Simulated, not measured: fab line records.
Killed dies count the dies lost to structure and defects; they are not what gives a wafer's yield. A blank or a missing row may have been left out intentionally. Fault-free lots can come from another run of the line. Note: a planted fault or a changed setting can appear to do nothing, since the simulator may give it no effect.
What tool caused it?	flow sky130	12 lots with 36 wafers sampled at 4 steps, on a route of 708 steps

== WHAT EACH GAUGE READ, for each wafer ==
SKY_FIELD_ISO_THK_MEAS_04.
lot	measured	on	FIELD_ISO_CVD_03_THK (nm)
L533	day 1 18:32	filmMetro-01	169.4 167.6 167.7
L534	day 2 00:35	filmMetro-02	163.8 164.4 166.0
L536	day 2 11:34	filmMetro-02	167.3 166.3 167.0
L541	day 3 11:45	filmMetro-02	166.8 166.5 165.1
L542	day 3 16:06	filmMetro-02	167.0 166.3 164.6
L543	day 3 21:11	filmMetro-02	163.7 162.9 163.2
L546	day 4 12:59	filmMetro-03	167.8 167.4 167.8
L547	day 4 18:34	filmMetro-01	165.8 165.5 163.7
L548	day 4 23:31	filmMetro-03	166.7 166.6 164.7
L550	day 5 08:50	filmMetro-01	166.0 165.3 164.9
L551	day 5 13:45	filmMetro-02	165.1 163.1 164.6
L552	day 5 18:01	filmMetro-02	165.5 166.1 164.9

SKY_LI_CONTACT_OVL_MEAS_13.
lot	measured	on	LI_CONTACT_OVL (nm)
L533	day 28 18:47	overlay-01	-5 -4 -8
L534	day 29 08:15	overlay-02	9 8 3
L536	day 31 01:48	overlay-02	-1 5 0
L541	day 32 14:14	overlay-02	-3 -9 -6
L542	day 32 19:35	overlay-01	-8 -6 -10
L543	day 32 18:56	overlay-02	-2 0 2
L546	day 33 12:45	overlay-02	-4 -3 -6
L547	day 33 18:53	overlay-01	2 2 5
L548	day 33 22:26	overlay-02	-3 0 5
L550	day 34 14:23	overlay-01	8 7 5
L551	day 35 03:35	overlay-02	2 2 -5
L552	day 35 13:56	overlay-02	-8 -8 -3

== WHAT TOOL EACH LOT RAN ON (gives the tool, then ch and the chambers of the sampled wafers, and finally the start) ==
lot	SKY_FIELD_ISO_ETCH_14	SKY_POLY_CUT_STRIP_12
L533	rieDiel-03 ch 0,3, day 2 09:35	plasmaAsher-03 ch 0,1, day 23 22:58
L534	rieDiel-01 ch 0,1,3, day 2 15:27	plasmaAsher-04 ch 0,1, day 24 15:11
L536	rieDiel-01 ch 0,1,2, day 3 02:53	plasmaAsher-03 ch 0,1, day 26 09:47
L541	rieDiel-02 ch 0,1,2, day 4 04:29	plasmaAsher-02 ch 0,1, day 27 21:01
L542	rieDiel-01 ch 0,1,2, day 4 09:11	plasmaAsher-03 ch 0,1, day 28 05:13
L543	rieDiel-01 ch 0,1,2, day 4 13:56	plasmaAsher-04 ch 0,1, day 28 05:09
L546	rieDiel-02 ch 0,2, day 5 05:02	plasmaAsher-04 ch 0,1, day 28 23:38
L547	rieDiel-02 ch 0,3, day 5 10:53	plasmaAsher-03 ch 0,1, day 29 04:51
L548	rieDiel-02 ch 1,2,3, day 5 16:29	plasmaAsher-04 ch 0,1, day 29 09:03
L550	rieDiel-02 ch 2,3, day 6 03:06	plasmaAsher-02 ch 0,1, day 30 02:27
L551	rieDiel-02 ch 0,1,2, day 6 07:47	plasmaAsher-04 ch 0,1, day 30 15:12
L552	rieDiel-03 ch 1,2, day 6 12:27	plasmaAsher-02 ch 1, day 31 03:18
- SKY_FIELD_ISO_ETCH_14: etches BARC in N2/H2, stops on SiO2, time 45.9 s, target depth 60 nm.
- SKY_POLY_CUT_STRIP_12: strips in O2/N2.

== WHAT THE TOOLS THEMSELVES READ (means of the sampled wafers that have a number; where no wafer has one, the mark that the record gives instead) ==
SKY_FIELD_ISO_ETCH_14.
lot	tool	drypumpMotorCurrentA (A)	oesProductAu (a.u.)	rfFwdPowerW (W)	throttleValvePct (%)
L533	rieDiel-03	6.2	0.861	494.5	13.224
L534	rieDiel-01	5.5	0.857	498.1	13.222
L536	rieDiel-01	5.7	0.856	495.0	13.227
L541	rieDiel-02	5.9	0.858	495.8	13.226
L542	rieDiel-01	5.7	0.852	471.0	13.229
L543	rieDiel-01	5.7	0.857	468.7	13.226
L546	rieDiel-02	5.8	0.859	494.0	13.222
L547	rieDiel-02	5.6	0.859	493.9	13.227
L548	rieDiel-02	5.9	0.855	494.6	13.229
L550	rieDiel-02	5.8	0.855	493.8	13.228
L551	rieDiel-02	5.9	0.859	495.8	13.229
L552	rieDiel-03	6.0	0.859	492.6	13.220

SKY_POLY_CUT_STRIP_12.
lot	tool	drypumpMotorCurrentA (A)	o2FlowSccm (sccm)	oesProductAu (a.u.)	stripTimeToEndpointS (s)
L533	plasmaAsher-03	5.9	3007	0.456	5.338
L534	plasmaAsher-04	5.2	2993	0.446	5.373
L536	plasmaAsher-03	6.0	2996	0.456	5.354
L541	plasmaAsher-02	6.1	3007	0.453	5.364
L542	plasmaAsher-03	6.0	2996	0.449	5.363
L543	plasmaAsher-04	5.4	3006	0.449	5.339
L546	plasmaAsher-04	5.4	3001	0.453	5.345
L547	plasmaAsher-03	5.9	3001	0.453	5.353
L548	plasmaAsher-04	5.2	2999	0.448	5.357
L550	plasmaAsher-02	5.7	3009	0.452	5.360
L551	plasmaAsher-04	5.4	3008	0.449	5.360
L552	plasmaAsher-02	6.5	2998	0.451	5.365

== THE ANSWER, worked out from the rows above alone ==
Rule: the usual values come from the lots themselves. Put in order of their means at a reading, lots are off if they are a third of the lots or fewer, leave a main group of 4 or more, and stand apart from it by a gap of 3 or more times the standard deviation of the main group's means; of several such gaps the widest counts. A main group is skipped when, at the precision printed for the reading in the tables above, its means are all equal. A lot without any number at a reading at which 4 lots or more have one is off too. The other lots that the step has rows for count as sound. First the gauges in route order, then the tools' own readings, where a lot's mean is used as printed above. The first step at which some lot is off is used, and at that step the reading that is off furthest; a lot without a number counts as furthest.
Off at SKY_FIELD_ISO_ETCH_14 (rfFwdPowerW): L542, L543. For the main group the mean is 494.8 W and the standard deviation 1.4.
A tool fits if, at that step or a process step before it, it ran every lot that is off, and no sound lot after the first of them. One candidate fits, namely rieDiel-01 at SKY_FIELD_ISO_ETCH_14. Its last sound lot is L536 (day 3 02:53), its first lot that is off L542 (day 4 09:11): a fault that began between those two fits.
On the lots that are off, the tool's own readings at SKY_FIELD_ISO_ETCH_14 differ by more than 5 times the standard deviation of the sound lots' means, which bears it out; rfFwdPowerW reads 469.9 W there versus 494.8 W on the sound lots.

== WHAT THE SIMULATOR HAD PUT IN ==
rieDiel-01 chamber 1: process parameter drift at SKY_FIELD_ISO_ETCH_14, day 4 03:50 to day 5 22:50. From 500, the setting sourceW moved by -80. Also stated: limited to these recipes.
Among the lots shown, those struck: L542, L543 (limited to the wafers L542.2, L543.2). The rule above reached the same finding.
